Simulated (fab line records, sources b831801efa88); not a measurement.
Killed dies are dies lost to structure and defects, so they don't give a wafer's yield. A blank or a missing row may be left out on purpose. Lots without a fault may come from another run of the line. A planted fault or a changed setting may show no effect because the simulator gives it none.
fab line records | flow sky130
record lots=24 wafers=72 last_day=50
route steps=708 shown FIELD_ISO@1 PWDE@54 POLY_CUT@315 LI_CONTACT@382
lots that met no fault: from a run of the same line without faults
start_h: hours from the record's first day to the start of the lot's first wafer shown | wait_h: hours since the lot's step before | " the same as in the row above | L1.1+2: a row that stands for several wafers | - no value, or no start given | * or withheld: withheld | < > ~ a bound
route shown NAME@n: a module of which the file shows steps, and the number in the route of the first | usual: mean/standard deviation of fault-free wafers | same: alike in all rows | chamber/n: place in a boat | sites: the reading at each site | _std_site: their standard deviation | _edge_site: outer sites' mean less inner sites' | radius_mm: how far each site lies from the wafer's centre | mask NAME#n: copy n | behind: the tool/chamber that last shaped the wafer | hold: why the lot was held/for how many hours/how that ended | device: the transistor (n, p or np) that didn't switch | end of line: the same wafers' tests at the end of the route | a step without rows: its recipe alone | killed: dies lost to structure and defects at the first sort, not the wafer's yield | map: a wafer's dies, x killed, . not, _ none there
set.NAME: the setting as run; set.NAME@STEP: as run at that earlier step | model.NAME: the simulator's own value behind a step, which no gauge read
steps of the route over a sample of lots; a table a step, a row a wafer
services: from which hour (start_h, from the record's first day; less than 0 if before it) a tool's chamber was out of use, for how many hours, and why
## steps
# step SKY_FIELD_ISO_BOW_MEAS_00
# recipe mode=bow
# usual INCOMING_BOW=0/5.8
# columns lot.wafer tool chamber start_h wait_h INCOMING_BOW[um]
L074.2 film_metro-04 - 10.02 - 1
L074.3 " - " " 13
L074.4 " - " " 4
L075.1 film_metro-01 - 15.00 - -2
L075.4 " - " " 6
L075.5 " - " " 2
L076.2 film_metro-01 - 20.02 - 0
L076.3 " - " " 7
L076.6 " - " " 0
L077.1 film_metro-02 - 25.00 - 8
L077.4 " - " " 3
L077.5 " - " " -4
L078.1 film_metro-04 - 30.00 - -4
L078.4 " - " " -2
L078.6 " - " " 1
L079.2 film_metro-04 - 35.02 - 5
L079.4 " - " " -4
L079.6 " - " " -2
L080.3 film_metro-04 - 40.04 - 3
L080.5 " - " " -1
L080.6 " - " " -7
L081.1 film_metro-02 - 45.00 - 0
L081.3 " - " " -6
L081.5 " - " " -4
L082.1 film_metro-02 - 50.00 - 1
L082.3 " - " " 0
L082.6 " - " " -6
L083.1 film_metro-01 - 55.00 - 7
L083.2 " - " " 8
L083.6 " - " " -3
L084.1 film_metro-02 - 60.00 - -5
L084.3 " - " " 2
L084.6 " - " " 1
L085.1 film_metro-01 - 65.00 - 11
L085.4 " - " " -12
L085.6 " - " " -4
L086.1 film_metro-02 - 70.00 - -3
L086.3 " - " " 5
L086.6 " - " " 1
L087.1 film_metro-01 - 75.00 - -18
L087.2 " - " " 4
L087.5 " - " " 11
L088.2 film_metro-04 - 80.02 - 5
L088.5 " - " " -7
L088.6 " - " " 10
L089.2 film_metro-01 - 85.02 - -4
L089.4 " - " " 3
L089.6 " - " " -5
L090.1 film_metro-04 - 90.00 - -3
L090.2 " - " " 0
L090.5 " - " " 8
L091.1 film_metro-02 - 95.00 - 9
L091.2 " - " " -4
L091.5 " - " " -6
L092.1 film_metro-04 - 100.00 - -3
L092.3 " - " " 7
L092.6 " - " " 5
L093.1 film_metro-02 - 105.00 - 2
L093.3 " - " " -13
L093.4 " - " " 0
L094.3 film_metro-02 - 110.04 - -3
L094.4 " - " " -7
L094.6 " - " " -5
L095.4 film_metro-01 - 115.06 - -1
L095.5 " - " " -1
L095.6 " - " " 5
L096.1 film_metro-04 - 120.00 - 10
L096.2 " - " " -10
L096.3 " - " " 4
L097.3 film_metro-02 - 125.04 - -1
L097.5 " - " " -8
L097.6 " - " " 4
# step SKY_FIELD_ISO_ETCH_15
# recipe chemistry=CHF3/O2 target_depth_nm=180 stop_on=Si source_w=600 bias_w=200 pressure_mtorr=40 chf3_flow_sccm=50 O2_flow_sccm=5 time_s=72
# usual drypump_motor_current_A=5.6/0.6 oes_product_au=0.942/0.0067 rf_fwd_power_W=595.6/2 throttle_valve_pct=8.842/0.0087
# columns lot.wafer tool chamber start_h wait_h drypump_motor_current_A oes_product_au rf_fwd_power_W rf_hours_counter_h throttle_valve_pct
L074.2 rie_diel-04 3 28.38 0.0 6.6 0.942 595.9 4 8.839
L074.3 " 2 " " 6.1 0.941 594.7 96 8.844
L074.4 " 1 " " 6.1 0.934 591.0 31 8.846
L075.1 rie_diel-02 0 34.84 0.0 4.7 0.939 597.3 129 8.845
L075.4 " 2 " " 5.9 0.932 595.7 - 8.833
L075.5 " 3 " " 4.7 0.936 593.9 - 8.849
L076.2 rie_diel-02 0 40.09 0.0 4.7 0.946 597.5 129 8.865
L076.3 " 2 " " 5.9 0.953 592.7 158 8.851
L076.6 " 3 " " 4.7 0.951 593.1 - 8.847
L077.1 rie_diel-02 3 45.09 0.0 4.7 0.943 596.6 152 8.844
L077.4 " 2 " " 5.9 0.942 596.2 - 8.843
L077.5 " 3 " " 4.7 0.942 596.2 - 8.842
L078.1 rie_diel-01 2 49.43 0.0 5.2 0.933 594.3 100 8.851
L078.4 " 0 " " 5.8 0.948 596.7 80 8.849
L078.6 " 3 " " 5.8 0.941 592.6 - 8.835
L079.2 rie_diel-04 1 55.23 0.0 6.2 0.944 593.7 31 8.839
L079.4 " 2 " " 6.1 0.946 597.4 96 8.839
L079.6 " 2 " " 6.1 0.941 596.2 - 8.852
L080.3 rie_diel-04 2 59.14 0.0 6.1 0.939 594.0 96 8.842
L080.5 " 2 " " 6.1 0.950 597.7 - 8.842
L080.6 " 3 " " 6.6 0.947 598.5 - 8.827
L081.1 rie_diel-02 1 65.03 0.0 5.3 0.945 595.4 1 8.839
L081.3 " 0 " " 4.7 0.950 594.0 130 8.844
L081.5 " 2 " " 5.9 0.949 595.4 - 8.848
L082.1 rie_diel-01 2 70.98 0.0 5.1 0.938 594.5 101 8.831
L082.3 " 3 " " 5.8 0.948 593.5 14 8.838
L082.6 " 0 " " 5.8 0.934 593.7 - 8.833
L083.1 rie_diel-01 3 75.19 0.0 5.8 0.943 592.9 14 8.855
L083.2 " 2 " " 5.1 0.929 595.0 101 8.838
L083.6 " 3 " " 5.9 0.938 593.9 - 8.833
L084.1 rie_diel-01 1 81.74 0.0 5.5 0.945 594.5 91 8.845
L084.3 " 0 " " 5.8 0.943 592.3 80 8.852
L084.6 " 3 " " 5.9 0.946 596.9 - 8.842
L085.1 rie_diel-04 0 87.38 0.0 5.8 0.938 596.9 90 8.835
L085.4 " 1 " " 6.2 0.940 596.3 31 8.837
L085.6 " 0 " " 5.8 0.936 601.5 - 8.845
L086.1 rie_diel-02 1 91.74 0.0 5.3 0.938 596.4 1 8.845
L086.3 " 0 " " 4.7 0.940 596.9 130 8.833
L086.6 " 3 " " 4.7 0.939 594.6 - 8.852
L087.1 rie_diel-04 0 97.44 0.0 5.8 0.953 596.2 90 8.837
L087.2 " 2 " " 6.1 0.952 595.3 97 8.840
L087.5 " 3 " " 6.6 0.951 598.0 - 8.833
L088.2 rie_diel-01 3 101.68 0.0 5.8 0.949 592.2 15 8.851
L088.5 " 0 " " 5.8 0.947 598.9 - 8.844
L088.6 " 3 " " 5.8 0.950 591.7 - 8.849
L089.2 rie_diel-02 1 107.24 0.0 5.3 0.935 596.0 1 8.843
L089.4 " 2 " " 5.9 0.938 597.0 160 8.840
L089.6 " 0 " " 4.7 0.950 599.8 - 8.855
L090.1 rie_diel-02 0 112.48 0.0 4.7 0.938 597.3 131 8.842
L090.2 " 3 " " 4.7 0.939 596.3 153 8.848
L090.5 " 2 " " 5.9 0.933 593.2 - 8.829
L091.1 rie_diel-04 2 116.29 0.0 6.0 0.933 594.8 97 8.840
L091.2 " 1 " " 6.2 0.937 595.0 32 8.854
L091.5 " 2 " " 6.1 0.941 596.5 - 8.854
L092.1 rie_diel-02 3 122.29 0.0 4.7 0.935 596.9 153 8.852
L092.3 " 2 " " 5.9 0.922 595.3 160 8.831
L092.6 " 3 " " 4.7 0.930 595.4 - 8.844
L093.1 rie_diel-04 3 128.88 0.0 6.6 0.950 597.3 6 8.842
L093.3 " 0 " " 5.8 0.942 595.9 91 8.856
L093.4 " 1 " " 6.1 0.946 595.4 32 8.854
L094.3 rie_diel-04 0 133.79 0.0 5.8 0.943 595.6 91 8.851
L094.4 " 2 " " 6.1 0.956 594.2 98 8.835
L094.6 " 0 " " 5.8 0.953 597.0 - 8.841
L095.4 rie_diel-02 3 137.82 0.0 4.7 0.949 595.9 - 8.858
L095.5 " 0 " " 4.7 0.945 597.7 - 8.836
L095.6 " 1 " " 5.3 0.942 593.4 - 8.848
L096.1 rie_diel-01 2 143.54 0.0 5.1 0.935 592.7 102 8.849
L096.2 " 0 " " 5.8 0.941 595.9 82 8.856
L096.3 " 1 " " 5.5 0.947 594.4 92 8.844
L097.3 rie_diel-02 2 148.69 0.0 5.9 0.927 594.3 0 8.846
L097.5 " 1 " " 5.3 0.944 594.3 - 8.843
L097.6 " 2 " " 5.9 0.940 591.2 - 8.828
# step SKY_PWDE_STRIP_09
# recipe chemistry=O2/N2 power_w=1400 pressure_mtorr=1500 platen_temp_c=withheld o2_flow_sccm=3000 n2_flow_sccm=300 overash_fraction=0.5
# usual drypump_motor_current_A=6.0/0.47 n2_flow_sccm=300.1/1.1 oes_product_au=0.722/0.0048 strip_time_to_endpoint_s=36.94/0.11
# same overash_fraction=0.5
# columns lot.wafer tool chamber start_h wait_h drypump_motor_current_A n2_flow_sccm oes_product_au rf_hours_counter_h strip_time_to_endpoint_s
L074.2 plasma_asher-03 1 67.72 0.1 5.6 299.4 0.731 38 37.04
L074.3 " 1 " " 5.5 299.3 0.717 - 37.04
L074.4 " 0 " " 5.8 299.9 0.720 - 36.98
L075.1 plasma_asher-03 0 72.97 0.1 5.8 300.8 0.725 39 37.04
L075.4 " 0 " " 5.8 299.7 0.725 - 36.98
L075.5 " 0 " " 5.7 298.4 0.718 - 37.19
L076.2 plasma_asher-04 0 79.87 0.1 6.5 297.3 0.719 25 36.68
L076.3 " 1 " " 5.8 300.1 0.724 - 36.79
L076.6 " 1 " " 5.8 300.2 0.721 - 36.74
L077.1 plasma_asher-04 0 85.67 0.1 6.6 301.5 0.722 25 36.99
L077.4 " 0 " " 6.6 300.3 0.716 - 36.91
L077.5 " 1 " " 5.8 300.4 0.718 - 36.99
L078.1 plasma_asher-02 0 89.92 0.1 6.8 299.4 0.729 41 36.79
L078.4 " 0 " " 6.8 298.8 0.725 - 36.93
L078.6 " 0 " " 6.8 299.4 0.711 - 36.95
L079.2 plasma_asher-04 1 95.37 0.1 5.8 301.2 0.726 26 37.00
L079.4 " 0 " " 6.5 300.5 0.726 - 36.98
L079.6 " 0 " " 6.6 299.6 0.714 - 37.04
L080.3 plasma_asher-03 1 100.34 0.1 5.5 300.5 0.720 - 37.09
L080.5 " 1 " " 5.5 299.8 0.728 - 37.04
L080.6 " 0 " " 5.8 299.9 0.727 - 37.10
L081.1 plasma_asher-02 0 107.86 0.1 6.8 297.5 0.717 43 37.04
L081.3 " 0 " " 6.8 298.2 0.727 - 36.97
L081.5 " 1 " " 5.5 301.0 0.725 - 37.02
L082.1 plasma_asher-02 1 113.26 0.1 5.5 300.8 0.712 43 36.95
L082.3 " 1 " " 5.5 299.6 0.724 - 36.92
L082.6 " 0 " " 6.8 301.0 0.718 - 36.98
L083.1 plasma_asher-02 0 117.71 0.1 6.8 298.6 0.722 44 36.94
L083.2 " 1 " " 5.5 300.0 0.732 44 36.99
L083.6 " 1 " " 5.5 300.4 0.721 - 36.93
L084.1 plasma_asher-03 1 124.01 0.1 5.5 300.6 0.720 43 37.07
L084.3 " 1 " " 5.6 301.6 0.716 - 36.98
L084.6 " 1 " " 5.5 300.7 0.722 - 37.01
L085.1 plasma_asher-03 1 129.82 0.1 5.5 301.6 0.720 44 36.90
L085.4 " 0 " " 5.8 300.3 0.716 - 37.06
L085.6 " 0 " " 5.8 301.8 0.730 - 37.00
L086.1 plasma_asher-04 0 133.86 0.1 6.6 300.8 0.724 30 37.06
L086.3 " 1 " " 5.8 300.1 0.718 - 36.96
L086.6 " 0 " " 6.6 300.7 0.719 - 36.91
L087.1 plasma_asher-02 1 141.47 0.1 5.5 300.4 0.719 46 36.93
L087.2 " 0 " " 6.8 299.7 0.720 46 37.02
L087.5 " 1 " " 5.5 299.0 0.722 - 36.87
L088.2 plasma_asher-03 0 150.01 0.1 5.8 302.0 0.716 46 36.83
L088.5 " 0 " " 5.8 300.7 0.718 - 36.86
L088.6 " 1 " " 5.6 299.0 0.724 - 36.78
L089.2 plasma_asher-04 1 155.01 0.1 5.8 300.1 0.709 32 36.99
L089.4 " 0 " " 6.5 301.2 0.716 - 37.00
L089.6 " 1 " " 5.8 298.1 0.728 - 37.06
L090.1 plasma_asher-04 1 157.92 0.1 5.8 300.4 0.726 32 36.94
L090.2 " 0 " " 6.6 301.8 0.726 32 36.86
L090.5 " 1 " " 5.8 300.4 0.717 - 36.84
L091.1 plasma_asher-04 1 163.32 0.1 5.8 300.9 0.720 33 36.87
L091.2 " 0 " " 6.5 299.2 0.724 33 36.76
L091.5 " 1 " " 5.8 299.9 0.714 - 36.85
L092.1 plasma_asher-04 0 166.92 0.1 6.6 298.6 0.720 33 36.82
L092.3 " 1 " " 5.8 299.5 0.721 - 36.89
L092.6 " 1 " " 5.8 299.6 0.725 - 36.94
L093.1 plasma_asher-02 0 175.32 0.1 6.7 300.4 0.727 50 36.87
L093.3 " 0 " " 6.8 300.3 0.724 - 36.88
L093.4 " 1 " " 5.5 301.1 0.719 - 36.98
L094.3 plasma_asher-04 0 180.09 0.1 6.5 301.5 0.722 - 37.02
L094.4 " 1 " " 5.8 299.4 0.720 - 37.07
L094.6 " 1 " " 5.8 297.6 0.718 - 37.07
L095.4 plasma_asher-03 1 185.49 0.1 5.5 299.4 0.719 - 37.03
L095.5 " 1 " " 5.5 302.8 0.726 - 36.99
L095.6 " 0 " " 5.7 300.1 0.724 - 36.86
L096.1 plasma_asher-03 0 192.67 0.1 5.8 299.1 0.714 49 36.83
L096.2 " 1 " " 5.6 301.1 0.726 49 36.90
L096.3 " 0 " " 5.8 298.3 0.726 - 36.83
L097.3 plasma_asher-04 1 199.05 0.1 5.8 298.9 0.719 - 36.89
L097.5 " 0 " " 6.5 299.7 0.722 - 36.97
L097.6 " 1 " " 5.8 300.4 0.722 - 36.95
# step SKY_POLY_CUT_CD_MEAS_08
# recipe target_cd_nm=270
# usual cd_nm=270.1/1.2
# columns lot.wafer tool chamber start_h wait_h cd_nm
L074.2 cd_sem-01 - 561.69 - 269.6
L074.3 " - " " 270.3
L074.4 " - " " 268.5
L075.1 cd_sem-02 - 573.46 - 270.4
L075.4 " - " " 269.2
L075.5 " - " " 269.2
L076.2 cd_sem-02 - 576.69 - 271.6
L076.3 " - " " 271.5
L076.6 " - " " 271.9
L077.1 cd_sem-02 - 590.17 - 270.6
L077.4 " - " " 271.0
L077.5 " - " " 270.9
L078.1 cd_sem-02 - 591.51 - 270.8
L078.4 " - " " 273.9
L078.6 " - " " 271.0
L079.2 cd_sem-01 - 599.94 - 270.6
L079.4 " - " " 271.4
L079.6 " - " " 270.8
L080.3 cd_sem-02 - 609.56 - 270.3
L080.5 " - " " 270.3
L080.6 " - " " 270.7
L081.1 cd_sem-01 - 615.61 - 270.2
L081.3 " - " " 271.6
L081.5 " - " " 270.4
L082.1 cd_sem-01 - 622.06 - 270.2
L082.3 " - " " 269.5
L082.6 " - " " 269.7
L083.1 cd_sem-01 - 634.16 - 270.2
L083.2 " - " " 271.0
L083.6 " - " " 270.4
L084.1 cd_sem-02 - 645.38 - 271.1
L084.3 " - " " 270.9
L084.6 " - " " 272.4
L085.1 cd_sem-02 - 649.97 - 271.8
L085.4 " - " " 269.1
L085.6 " - " " 270.1
L086.1 cd_sem-01 - 665.53 - 268.7
L086.3 " - " " 268.6
L086.6 " - " " 267.7
L087.1 cd_sem-01 - 674.26 - 269.7
L087.2 " - " " 269.7
L087.5 " - " " 271.2
L088.2 cd_sem-01 - 677.14 - 269.2
L088.5 " - " " 267.7
L088.6 " - " " 267.1
L091.1 cd_sem-01 - 693.73 - 270.3
L091.2 " - " " 270.2
L091.5 " - " " 268.2
L090.1 cd_sem-02 - 694.68 - 270.9
L090.2 " - " " 270.4
L090.5 " - " " 270.1
L089.2 cd_sem-01 - 694.89 - 270.4
L089.4 " - " " 269.9
L089.6 " - " " 270.0
L092.1 cd_sem-02 - 724.72 - 268.9
L092.3 " - " " 267.5
L092.6 " - " " 269.0
L093.1 cd_sem-01 - 726.01 - 272.0
L093.3 " - " " 271.5
L093.4 " - " " 270.9
L094.3 cd_sem-02 - 727.00 - 268.8
L094.4 " - " " 268.5
L094.6 " - " " 268.2
L095.4 cd_sem-01 - 728.58 - 270.1
L095.5 " - " " 268.0
L095.6 " - " " 270.0
L096.1 cd_sem-01 - 731.47 - 270.7
L096.2 " - " " 270.7
L096.3 " - " " 270.1
L097.3 cd_sem-02 - 737.72 - 269.8
L097.5 " - " " 271.6
L097.6 " - " " 269.0
# step SKY_LI_CONTACT_SPUTTER_20
# recipe material=TiN target_thk_nm=20 chamber_pressure_pa=5 power_w=4000 time_s=80
# usual chamber_pressure_pa=5.001/0.01 throttle_valve_pct=30.0/1.2
# columns lot.wafer tool chamber start_h wait_h chamber_pressure_pa throttle_valve_pct
L074.2 pvd_sputter-01 - 678.31 0.0 5.004 29.7
L074.3 " - " " 5.006 31.6
L074.4 " - " " 5.002 28.1
L075.1 pvd_sputter-01 - 688.48 0.0 4.991 29.6
L075.4 " - " " 5.010 30.8
L075.5 " - " " 5.010 30.1
L076.2 pvd_sputter-02 - 692.44 0.0 5.014 28.5
L076.3 " - " " 5.003 29.3
L076.6 " - " " 5.007 28.8
L077.1 pvd_sputter-01 - 702.92 0.0 5.002 27.9
L077.4 " - " " 4.997 29.4
L077.5 " - " " 4.983 29.3
L078.1 pvd_sputter-02 - 705.08 0.0 4.997 31.0
L078.4 " - " " 4.999 28.9
L078.6 " - " " 5.000 31.0
L079.2 pvd_sputter-01 - 712.67 0.0 4.988 31.6
L079.4 " - " " 4.990 30.7
L079.6 " - " " 5.003 28.1
L080.3 pvd_sputter-04 - 723.18 0.0 5.003 29.0
L080.5 " - " " 5.000 28.8
L080.6 " - " " 5.006 31.4
L081.1 pvd_sputter-01 - 728.77 0.0 4.987 29.5
L081.3 " - " " 5.007 31.6
L081.5 " - " " 4.989 30.3
L082.1 pvd_sputter-01 - 734.70 0.0 4.999 30.7
L082.3 " - " " 5.011 27.8
L082.6 " - " " 5.021 31.7
L083.1 pvd_sputter-01 - 746.43 0.0 5.007 30.6
L083.2 " - " " 4.987 27.8
L083.6 " - " " 5.017 29.5
L084.1 pvd_sputter-01 - 757.52 0.0 4.989 29.6
L084.3 " - " " 4.972 28.1
L084.6 " - " " 4.996 29.8
L085.1 pvd_sputter-02 - 762.83 0.0 5.020 28.7
L085.4 " - " " 4.998 30.8
L085.6 " - " " 4.978 30.8
L086.1 pvd_sputter-01 - 776.12 0.0 5.021 31.6
L086.3 " - " " 4.999 29.6
L086.6 " - " " 5.013 30.9
L087.1 pvd_sputter-01 - 783.57 0.0 5.016 30.4
L087.2 " - " " 5.002 29.9
L087.5 " - " " 4.997 29.7
L088.2 pvd_sputter-01 - 788.49 0.0 4.998 30.9
L088.5 " - " " 4.989 29.8
L088.6 " - " " 5.000 30.4
L091.1 pvd_sputter-02 - 804.48 0.0 4.990 30.9
L091.2 " - " " 4.993 28.8
L091.5 " - " " 4.989 28.4
L090.1 pvd_sputter-04 - 804.99 0.0 5.017 28.8
L090.2 " - " " 4.994 31.3
L090.5 " - " " 5.011 29.2
L089.2 pvd_sputter-04 - 806.33 0.0 5.008 30.9
L089.4 " - " " 4.992 29.0
L089.6 " - " " 4.999 31.2
L092.1 pvd_sputter-01 - 836.33 0.0 5.008 28.3
L092.3 " - " " 5.005 31.3
L092.6 " - " " 4.986 28.0
L093.1 pvd_sputter-04 - 836.77 0.0 4.993 29.1
L093.3 " - " " 4.993 29.1
L093.4 " - " " 5.008 30.8
L094.3 pvd_sputter-04 - 837.39 0.0 5.003 31.0
L094.4 " - " " 5.009 28.9
L094.6 " - " " 4.997 29.1
L095.4 pvd_sputter-01 - 838.03 0.0 4.998 31.3
L095.5 " - " " 5.016 29.5
L095.6 " - " " 5.007 30.7
L096.1 pvd_sputter-02 - 838.70 0.0 5.014 29.2
L096.2 " - " " 4.991 30.9
L096.3 " - " " 4.982 28.6
L097.3 pvd_sputter-04 - 847.44 0.0 4.999 29.2
L097.5 " - " " 5.014 31.3
L097.6 " - " " 5.007 30.9
# step SKY_LI_CONTACT_CMP_24
# recipe stop_on=PSG t_overpolish_s=20 down_force_psi=3.5 platen_rpm=60 target_thk_nm=0 pad_velocity_m_s=0.94248
# usual motor_current_A=11.5/1.2 overpolish_run_s=20.001/0.0099 time_to_endpoint_s=96/4.3
# columns lot.wafer tool chamber start_h wait_h motor_current_A overpolish_run_s time_to_endpoint_s
L074.2 cmp-01 0 678.68 0.0 10.7 20.010 100
L074.3 " 1 " " 10.5 20.004 94
L074.4 " 3 " " 13.4 19.994 101
L075.4 cmp-01 1 688.90 0.1 10.8 19.996 93
L075.1 " 2 " " 10.8 20.009 98
L075.5 " 1 " " 11.0 20.004 95
L076.2 cmp-01 0 692.85 0.1 11.5 20.014 94
L076.3 " 2 " " 10.6 19.990 101
L076.6 " 3 " " 13.9 20.010 94
L077.4 cmp-01 0 703.29 0.0 11.5 20.003 100
L077.1 " 2 " " 11.1 20.004 98
L077.5 " 1 " " 10.6 19.981 92
L078.4 cmp-02 3 705.55 0.1 11.8 20.013 95
L078.1 " 0 " " 9.3 19.994 98
L078.6 " 2 " " 11.1 20.010 94
L079.4 cmp-02 2 713.25 0.2 11.0 19.998 97
L079.2 " 3 " " 12.0 19.990 100
L079.6 " 0 " " 9.4 20.008 100
L080.3 cmp-01 1 723.65 0.1 10.6 19.997 90
L080.6 " 3 " " 13.9 19.997 91
L080.5 " 0 " " 11.2 20.021 93
L081.1 cmp-01 0 729.18 0.1 11.5 20.019 95
L081.3 " 2 " " 11.1 20.016 96
L081.5 " 0 " " 12.0 19.996 96
L082.1 cmp-02 3 735.30 0.3 11.7 19.985 89
L082.3 " 2 " " 11.8 20.004 88
L082.6 " 0 " " 9.3 20.005 99
L083.1 cmp-02 1 746.80 0.1 11.2 19.992 101
L083.2 " 2 " " 11.3 19.985 98
L083.6 " 1 " " 11.5 20.001 96
L084.3 cmp-02 0 757.94 0.1 9.6 19.981 98
L084.1 " 2 " " 11.3 20.007 91
L084.6 " 0 " " 9.3 20.001 100
L085.1 cmp-02 3 763.34 0.2 11.7 20.008 96
L085.4 " 0 " " 9.6 19.998 107
L085.6 " 2 " " 11.0 19.989 95
L086.1 cmp-01 0 776.53 0.1 11.7 19.990 98
L086.3 " 2 " " 11.0 19.988 106
L086.6 " 0 " " 11.2 20.011 95
L087.1 cmp-01 2 783.98 0.1 10.9 19.993 103
L087.2 " 3 " " 13.6 20.001 100
L087.5 " 2 " " 11.1 19.999 105
L088.2 cmp-01 1 788.95 0.1 10.4 20.004 97
L088.6 " 3 " " 13.6 20.006 99
L088.5 " 0 " " 11.1 19.987 98
L091.2 cmp-02 0 804.99 0.2 9.7 20.001 96
L091.1 " 2 " " 11.6 19.998 90
L091.5 " 0 " " 9.3 20.002 94
L090.2 cmp-01 3 805.41 0.1 13.6 19.974 105
L090.1 " 1 " " 11.1 20.003 101
L090.5 " 3 " " 14.9 20.003 104
L089.2 cmp-02 2 806.75 0.1 11.2 20.005 91
L089.4 " 3 " " 12.1 19.978 93
L089.6 " 2 " " 11.5 20.010 96
L092.1 cmp-01 3 836.80 0.1 13.5 19.991 99
L092.3 " 0 " " 11.2 19.991 102
L092.6 " 2 " " 11.0 19.997 97
L093.3 cmp-01 0 837.19 0.1 11.7 19.995 90
L093.1 " 1 " " 11.0 19.994 87
L093.4 " 2 " " 11.0 19.998 98
L094.4 cmp-01 2 837.75 0.0 10.7 20.004 101
L094.3 " 3 " " 13.7 19.998 94
L094.6 " 3 " " 13.8 20.014 93
L095.4 cmp-01 1 838.50 0.1 10.9 20.000 89
L095.5 " 3 " " 13.6 20.012 94
L095.6 " 0 " " 11.4 20.000 92
L096.3 cmp-02 1 839.07 0.0 11.3 20.029 95
L096.2 " 3 " " 11.4 20.007 95
L096.1 " 0 " " 9.7 20.010 99
L097.3 cmp-01 1 847.95 0.2 10.5 19.996 88
L097.5 " 2 " " 10.6 20.001 93
L097.6 " 3 " " 13.5 19.990 94
## services
# columns tool chamber start_h hours kind
rie_diel-02 1 16.06 5.2 repair
cmp-01 - 32.90 0.6 repair
rie_diel-02 0 38.50 1.3 repair
cmp-01 - 64.02 4.0 pm
cmp-01 - 65.01 1.4 repair
cmp-01 - 71.13 0.8 repair
rie_diel-02 0 145.86 2.5 repair
pvd_sputter-01 - 181.14 1.4 repair
cmp-01 - 194.88 3.9 pm
rie_diel-02 2 209.00 4.3 repair
rie_diel-02 3 228.49 9.2 repair
cmp-01 - 241.48 4.7 repair
pvd_sputter-01 - 317.44 1.1 repair
cmp-01 - 351.74 6.2 pm
cmp-01 - 404.02 4.0 pm
cmp-01 - 493.18 1.1 repair
cmp-01 - 558.82 2.3 repair
cmp-01 - 563.88 4.9 pm
pvd_sputter-01 - 651.10 1.3 repair
pvd_sputter-01 - 656.18 1.4 repair
cmp-01 - 694.80 2.2 repair
cmp-01 - 744.02 4.0 pm
cmp-01 - 758.56 3.7 repair
pvd_sputter-01 - 795.88 20.8 repair
## key
fault none
